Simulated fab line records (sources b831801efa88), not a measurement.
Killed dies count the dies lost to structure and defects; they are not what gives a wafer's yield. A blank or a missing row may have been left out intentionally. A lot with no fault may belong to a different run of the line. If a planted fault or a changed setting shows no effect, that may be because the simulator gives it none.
fab line records -- flow sky130
record lots=14, wafers=42, last_day=50
route steps=708 shown VIA4@640
lots with no fault: from the same line, run without faults
start_h: hours from the record's opening day to when the first of the lot's shown wafers began -- wait_h: time in hours since the lot's previous step -- " identical to the entry in the row above -- L1.1+2: one row covering several wafers at once -- - no value, or no start given -- * or withheld: withheld -- < > ~ a bound
route shown NAME@n: a module of which the file shows steps, and the number in the route of the first -- usual: mean and standard deviation over wafers with no fault -- same: alike in all rows -- chamber/n: place in a boat -- sites: per-site readings -- _std_site: standard deviation across them -- _edge_site: outer sites' mean less inner sites' -- radius_mm: how far each site lies from the wafer's centre -- mask NAME#n: copy n -- behind: tool/chamber where the wafer was last shaped -- hold: why the lot was held/for how many hours/how that ended -- device: whichever transistor did not switch (one of n, p or np) -- end of line: tests run on the same wafers once the route is complete -- step lacking rows: just its recipe -- killed: dies that structure and defects cost at the first sort, which is not the same as the wafer's yield -- map: the dies of a wafer, with x for killed, . for not killed, _ for no die there
set.NAME: setting as actually run; set.NAME@STEP: the setting as run at that earlier step -- model.NAME: the simulator's own value behind a step, which no gauge read
the route's steps for a sample of lots (tables are steps, rows are wafers)
services: when a tool's chamber went out of use (start_h, in hours from the record's first day, below 0 if earlier), for how many hours, and the reason
## steps
# step SKY_VIA4_THK_MEAS_01
# recipe reads=SiO2_of_VIA4_HDPCVD_00
# usual VIA4_HDPCVD_THK=1751/21
lot.wafer,tool,chamber,start_h,wait_h,VIA4_HDPCVD_THK[nm]
L362.2,film_metro-03,-,993.41,0.1,1725
L362.4,film_metro-03,-,993.41,0.1,1736
L362.6,film_metro-03,-,993.41,0.1,1708
L363.1,film_metro-01,-,1003.65,0.1,1723
L363.3,film_metro-01,-,1003.65,0.1,1731
L363.5,film_metro-01,-,1003.65,0.1,1731
L369.3,film_metro-01,-,1045.29,0.1,1770
L369.4,film_metro-01,-,1045.29,0.1,1759
L369.5,film_metro-01,-,1045.29,0.1,1751
L370.3,film_metro-01,-,1051.42,0.1,1778
L370.4,film_metro-01,-,1051.42,0.1,1777
L370.5,film_metro-01,-,1051.42,0.1,1786
L371.2,film_metro-01,-,1056.42,0.1,1756
L371.3,film_metro-01,-,1056.42,0.1,1773
L371.4,film_metro-01,-,1056.42,0.1,1761
L374.1,film_metro-03,-,1076.77,0.1,1750
L374.3,film_metro-03,-,1076.77,0.1,1787
L374.4,film_metro-03,-,1076.77,0.1,1767
L375.1,film_metro-01,-,1083.62,0.1,1776
L375.4,film_metro-01,-,1083.62,0.1,1784
L375.6,film_metro-01,-,1083.62,0.1,1784
L377.2,film_metro-02,-,1094.43,0.1,1731
L377.3,film_metro-02,-,1094.43,0.1,1744
L377.5,film_metro-02,-,1094.43,0.1,1719
L378.2,film_metro-03,-,1101.27,0.1,1737
L378.4,film_metro-03,-,1101.27,0.1,1723
L378.5,film_metro-03,-,1101.27,0.1,1746
L379.2,film_metro-02,-,1104.59,0.1,1732
L379.4,film_metro-02,-,1104.59,0.1,1723
L379.6,film_metro-02,-,1104.59,0.1,1746
L380.2,film_metro-03,-,1116.85,0.1,1758
L380.3,film_metro-03,-,1116.85,0.1,1730
L380.6,film_metro-03,-,1116.85,0.1,1753
L381.1,film_metro-03,-,1117.61,0.1,1754
L381.4,film_metro-03,-,1117.61,0.1,1739
L381.5,film_metro-03,-,1117.61,0.1,1764
L382.1,film_metro-02,-,1119.96,0.1,1743
L382.3,film_metro-02,-,1119.96,0.1,1738
L382.4,film_metro-02,-,1119.96,0.1,1748
L383.2,film_metro-03,-,1123.58,0.1,1736
L383.3,film_metro-03,-,1123.58,0.1,1752
L383.6,film_metro-03,-,1123.58,0.1,1742
# step SKY_VIA4_CMP_02
# recipe material=SiO2, down_force_psi=4, platen_rpm=60, pad_velocity_m_s=0.94248
# usual edge_zone_pressure_frac=1.000/0.005, head_pressure_psi=4.000/0.0092, motor_current_A=11.7/1.3, platen_rpm=60.00/0.036
lot.wafer,tool,chamber,start_h,wait_h,edge_zone_pressure_frac,head_pressure_psi,motor_current_A,platen_rpm
L362.2,cmp-01,3,993.57,0.2,1.004,4.009,13.3,59.99
L362.4,cmp-01,2,993.57,0.2,0.999,4.007,10.4,60.00
L362.6,cmp-01,3,993.57,0.2,1.003,3.998,12.9,60.02
L363.1,cmp-02,0,1003.76,0.1,0.999,4.007,11.3,60.03
L363.3,cmp-02,2,1003.76,0.1,1.004,4.007,10.3,59.94
L363.5,cmp-02,3,1003.76,0.1,0.995,4.014,11.3,59.94
L369.3,cmp-01,2,1045.43,0.1,0.999,4.004,10.9,59.95
L369.4,cmp-01,3,1045.43,0.1,1.004,4.000,13.5,59.96
L369.5,cmp-01,1,1045.43,0.1,1.001,4.011,13.7,60.04
L370.3,cmp-02,0,1051.56,0.1,-,-,-,-
L370.4,cmp-02,1,1051.56,0.1,-,-,-,-
L370.5,cmp-02,2,1051.56,0.1,-,-,-,-
L371.2,cmp-01,1,1056.65,0.2,-,-,-,-
L371.4,cmp-01,2,1056.65,0.2,-,-,-,-
L371.3,cmp-01,3,1056.65,0.2,-,-,-,-
L374.1,cmp-01,0,1076.83,0.1,0.999,4.003,10.5,60.06
L374.4,cmp-01,2,1076.83,0.1,1.003,3.997,11.0,60.01
L374.3,cmp-01,3,1076.83,0.1,1.002,4.003,13.0,60.01
L375.4,cmp-01,0,1083.68,0.0,0.998,3.985,10.5,59.93
L375.1,cmp-01,3,1083.68,0.0,0.997,4.004,13.8,59.99
L375.6,cmp-01,1,1083.68,0.0,0.999,4.004,13.6,60.07
L377.3,cmp-01,3,1094.48,0.0,0.997,3.985,12.7,60.04
L377.2,cmp-01,2,1094.48,0.0,0.996,4.006,10.5,60.06
L377.5,cmp-01,3,1094.48,0.0,0.996,4.001,13.4,60.02
L378.2,cmp-01,3,1101.42,0.1,0.998,4.000,13.8,60.00
L378.4,cmp-01,0,1101.42,0.1,1.000,4.012,10.9,59.99
L378.5,cmp-01,1,1101.42,0.1,0.993,3.990,14.5,59.99
L379.2,cmp-01,1,1104.74,0.1,1.004,3.982,13.4,60.01
L379.4,cmp-01,2,1104.74,0.1,1.000,4.006,10.4,60.03
L379.6,cmp-01,3,1104.74,0.1,0.990,3.988,13.0,59.93
L380.3,cmp-01,2,1116.95,0.1,0.999,4.017,11.3,60.01
L380.2,cmp-01,3,1116.95,0.1,1.002,4.007,12.9,59.96
L380.6,cmp-01,1,1116.95,0.1,1.001,4.023,13.6,60.04
L381.4,cmp-02,1,1117.73,0.1,0.993,3.992,11.5,59.98
L381.1,cmp-02,3,1117.73,0.1,0.996,4.005,11.8,60.02
L381.5,cmp-02,1,1117.73,0.1,1.002,3.999,11.3,60.02
L382.4,cmp-01,2,1120.02,0.0,0.999,3.998,10.7,59.94
L382.1,cmp-01,3,1120.02,0.0,1.000,3.991,14.0,59.96
L382.3,cmp-01,0,1120.02,0.0,0.995,4.009,10.7,60.04
L383.3,cmp-01,0,1123.63,0.0,1.007,4.005,10.7,60.04
L383.2,cmp-01,3,1123.63,0.0,0.989,4.000,13.2,59.98
L383.6,cmp-01,1,1123.63,0.0,1.005,3.992,13.7,59.96
# step SKY_VIA4_BOW_MEAS_03
# recipe mode=bow
# usual VIA4_BOW=80/7.9
lot.wafer,tool,chamber,start_h,wait_h,VIA4_BOW[um]
L362.2,film_metro-03,-,993.92,0.3,78
L362.4,film_metro-03,-,993.92,0.3,87
L362.6,film_metro-03,-,993.92,0.3,66
L363.1,film_metro-01,-,1004.01,0.2,82
L363.3,film_metro-01,-,1004.01,0.2,77
L363.5,film_metro-01,-,1004.01,0.2,77
L369.3,film_metro-01,-,1045.67,0.2,66
L369.4,film_metro-01,-,1045.67,0.2,77
L369.5,film_metro-01,-,1045.67,0.2,80
L370.3,film_metro-03,-,1051.80,0.2,154
L370.4,film_metro-03,-,1051.80,0.2,147
L370.5,film_metro-03,-,1051.80,0.2,144
L371.2,film_metro-03,-,1056.92,0.2,135
L371.3,film_metro-03,-,1056.92,0.2,128
L371.4,film_metro-03,-,1056.92,0.2,144
L374.1,film_metro-01,-,1077.13,0.2,84
L374.3,film_metro-01,-,1077.13,0.2,87
L374.4,film_metro-01,-,1077.13,0.2,76
L375.1,film_metro-01,-,1083.98,0.1,84
L375.4,film_metro-01,-,1083.98,0.1,94
L375.6,film_metro-01,-,1083.98,0.1,84
L377.2,film_metro-01,-,1094.80,0.1,72
L377.3,film_metro-01,-,1094.80,0.1,65
L377.5,film_metro-01,-,1094.80,0.1,78
L378.2,film_metro-02,-,1101.64,0.2,75
L378.4,film_metro-02,-,1101.64,0.2,61
L378.5,film_metro-02,-,1101.64,0.2,84
L379.2,film_metro-03,-,1104.96,0.2,70
L379.4,film_metro-03,-,1104.96,0.2,71
L379.6,film_metro-03,-,1104.96,0.2,76
L380.2,film_metro-03,-,1117.22,0.2,83
L380.3,film_metro-03,-,1117.22,0.2,85
L380.6,film_metro-03,-,1117.22,0.2,86
L381.1,film_metro-03,-,1117.98,0.1,86
L381.4,film_metro-03,-,1117.98,0.1,88
L381.5,film_metro-03,-,1117.98,0.1,79
L382.1,film_metro-03,-,1120.32,0.2,84
L382.3,film_metro-03,-,1120.32,0.2,76
L382.4,film_metro-03,-,1120.32,0.2,73
L383.2,film_metro-01,-,1123.95,0.1,69
L383.3,film_metro-01,-,1123.95,0.1,72
L383.6,film_metro-01,-,1123.95,0.1,84
# step SKY_VIA4_ETCH_12
# recipe target=SiO2, chemistry=C4F8/O2/Ar, stop_on=TiN, mask_material=NOVOLAK, source_w=1500, bias_w=1200, pressure_mtorr=40, c4f8_flow_sccm=withheld, O2_flow_sccm=6, Ar_flow_sccm=300, time_s=withheld, target_depth_a=5800
# usual bias_w=1200/3.5, oes_product_au=0.925/0.0046
lot.wafer,tool,chamber,start_h,wait_h,bias_w,oes_product_au
L362.2,rie_diel-04,3,1016.80,0.0,1189,0.926
L362.4,rie_diel-04,0,1016.80,0.0,1194,0.923
L362.6,rie_diel-04,0,1016.80,0.0,1197,0.921
L363.1,rie_diel-03,2,1026.70,0.0,1211,0.924
L363.3,rie_diel-03,1,1026.70,0.0,1198,0.926
L363.5,rie_diel-03,1,1026.70,0.0,1200,0.926
L369.3,rie_diel-04,0,1067.10,0.0,1193,0.933
L369.4,rie_diel-04,3,1067.10,0.0,1199,0.927
L369.5,rie_diel-04,2,1067.10,0.0,1198,0.923
L370.3,rie_diel-04,2,1073.40,0.0,1201,1.607
L370.4,rie_diel-04,0,1073.40,0.0,1195,1.585
L370.5,rie_diel-04,2,1073.40,0.0,1204,1.607
L371.2,rie_diel-04,3,1078.20,0.0,1201,1.600
L371.3,rie_diel-04,1,1078.20,0.0,1200,1.644
L371.4,rie_diel-04,1,1078.20,0.0,1203,1.627
L374.1,rie_diel-04,1,1097.40,0.0,1198,0.924
L374.3,rie_diel-04,2,1097.40,0.0,1199,0.925
L374.4,rie_diel-04,3,1097.40,0.0,1196,0.935
L375.1,rie_diel-02,2,1104.40,0.0,1203,0.921
L375.4,rie_diel-02,1,1104.40,0.0,1198,0.933
L375.6,rie_diel-02,0,1104.40,0.0,1199,0.923
L377.2,rie_diel-04,1,1114.50,0.0,1202,0.926
L377.3,rie_diel-04,0,1114.50,0.0,1206,0.928
L377.5,rie_diel-04,0,1114.50,0.0,1199,0.930
L378.2,rie_diel-02,3,1121.78,0.0,1207,0.928
L378.4,rie_diel-02,1,1121.78,0.0,1202,0.922
L378.5,rie_diel-02,3,1121.78,0.0,1201,0.929
L379.2,rie_diel-02,3,1124.95,0.0,1198,0.920
L379.4,rie_diel-02,0,1124.95,0.0,1198,0.925
L379.6,rie_diel-02,3,1124.95,0.0,1201,0.925
L380.2,rie_diel-02,2,1136.65,0.0,1197,0.919
L380.3,rie_diel-02,1,1136.65,0.0,1201,0.923
L380.6,rie_diel-02,2,1136.65,0.0,1199,0.922
L381.1,rie_diel-03,1,1136.95,0.0,1202,0.934
L381.4,rie_diel-03,3,1136.95,0.0,1201,0.926
L381.5,rie_diel-03,2,1136.95,0.0,1205,0.931
L382.1,rie_diel-02,0,1139.45,0.0,1194,0.923
L382.3,rie_diel-02,2,1139.45,0.0,1196,0.925
L382.4,rie_diel-02,3,1139.45,0.0,1200,0.930
L383.2,rie_diel-03,0,1142.25,0.0,1203,0.915
L383.3,rie_diel-03,2,1142.25,0.0,1197,0.922
L383.6,rie_diel-03,3,1142.25,0.0,1201,0.915
# step SKY_VIA4_CVD_18
# recipe material=W, target_thk_nm=505, time_s=152.14, temp_c=400, pressure_torr=40
# usual heater_power_outer_w=509/20, heater_power_w=831/34
lot.wafer,tool,chamber,start_h,wait_h,heater_power_outer_w,heater_power_w
L362.2,cvd_w-01,1,1017.53,0.0,504,817
L362.4,cvd_w-01,1,1017.53,0.0,520,802
L362.6,cvd_w-01,1,1017.53,0.0,522,811
L363.1,cvd_w-01,0,1027.43,0.0,514,867
L363.3,cvd_w-01,1,1027.43,0.0,508,813
L363.5,cvd_w-01,0,1027.43,0.0,520,873
L369.3,cvd_w-02,0,1067.88,0.1,495,846
L369.4,cvd_w-02,1,1067.88,0.1,487,800
L369.5,cvd_w-02,1,1067.88,0.1,481,790
L370.3,cvd_w-01,1,1074.21,0.1,509,818
L370.4,cvd_w-01,0,1074.21,0.1,519,875
L370.5,cvd_w-01,1,1074.21,0.1,504,813
L371.2,cvd_w-01,0,1078.93,0.0,534,876
L371.3,cvd_w-01,0,1078.93,0.0,524,878
L371.4,cvd_w-01,1,1078.93,0.0,518,794
L374.1,cvd_w-02,1,1098.13,0.0,483,786
L374.3,cvd_w-02,0,1098.13,0.0,493,822
L374.4,cvd_w-02,1,1098.13,0.0,490,791
L375.1,cvd_w-02,0,1105.12,0.0,482,827
L375.4,cvd_w-02,0,1105.12,0.0,479,840
L375.6,cvd_w-02,1,1105.12,0.0,492,798
L377.2,cvd_w-01,1,1115.58,0.0,505,800
L377.3,cvd_w-01,0,1115.58,0.0,540,864
L377.5,cvd_w-01,0,1115.58,0.0,525,863
L378.2,cvd_w-02,0,1122.59,0.0,483,859
L378.4,cvd_w-02,0,1122.59,0.0,490,812
L378.5,cvd_w-02,0,1122.59,0.0,489,826
L379.2,cvd_w-01,1,1125.72,0.0,509,789
L379.4,cvd_w-01,0,1125.72,0.0,529,876
L379.6,cvd_w-01,1,1125.72,0.0,527,807
L380.2,cvd_w-02,0,1137.38,0.0,477,832
L380.3,cvd_w-02,1,1137.38,0.0,485,815
L380.6,cvd_w-02,1,1137.38,0.0,490,799
L381.1,cvd_w-01,0,1137.68,0.0,519,880
L381.4,cvd_w-01,1,1137.68,0.0,513,808
L381.5,cvd_w-01,1,1137.68,0.0,507,820
L382.1,cvd_w-01,0,1140.23,0.0,535,882
L382.3,cvd_w-01,1,1140.23,0.0,510,813
L382.4,cvd_w-01,0,1140.23,0.0,536,866
L383.2,cvd_w-01,0,1143.00,0.0,540,880
L383.3,cvd_w-01,1,1143.00,0.0,531,820
L383.6,cvd_w-01,1,1143.00,0.0,511,801
## services
tool,chamber,start_h,hours,kind
cmp-01,-,1047.15,4.0,pm
rie_diel-03,-,1072.41,2.8,pm
rie_diel-04,0,1074.27,4.7,repair
cmp-02,-,1084.53,4.0,pm
cmp-02,-,1085.20,1.3,repair
cmp-02,-,1088.53,-,consumable_replace:conditioner
cmp-02,-,1088.53,-,consumable_replace:pad
rie_diel-04,-,1095.60,0.4,repair
rie_diel-02,3,1101.91,6.8,repair
rie_diel-03,1,1117.10,-,clean
rie_diel-03,1,1117.10,16.9,scheduled_down
rie_diel-03,1,1117.10,16.9,vent_cycle
cmp-01,-,1126.30,19.0,pm
cmp-02,-,1129.52,1.3,repair
## key
first_sign step=SKY_VIA4_CMP_02, reading=tool_record, direction=missing
effect step=SKY_VIA4_BOW_MEAS_03, reading=VIA4_BOW, direction=up, sigmas=7.8, usual=80, struck=142
effect step=SKY_VIA4_ETCH_12, reading=oes_product_au, direction=up, sigmas=99+, usual=0.925, struck=1.612
met_at SKY_VIA4_CMP_02
struck_lots L370,L371
later_rows_left_out L370.3,L370.4,L370.5,L371.2,L371.3,L371.4
sort_left_out L370.3,L370.4,L370.5,L371.2,L371.3,L371.4
not_acting_at SKY_VIA4_THK_MEAS_01,SKY_VIA4_CVD_18
onset_between 1045.43 1051.56
fault kind=skipped_step_whole, tool=cmp-01,cmp-02, chamber=-, onset_h=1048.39, steps=SKY_VIA4_CMP_02, scope=struck_lots_only
# sort_left_out: the simulated sort isn't trusted on such a fault, so these wafers' sort isn't shown, and their yield isn't known
# later_rows_left_out: the simulator's readings of these wafers behind a module that went badly wrong aren't trusted and aren't shown, but for the sort
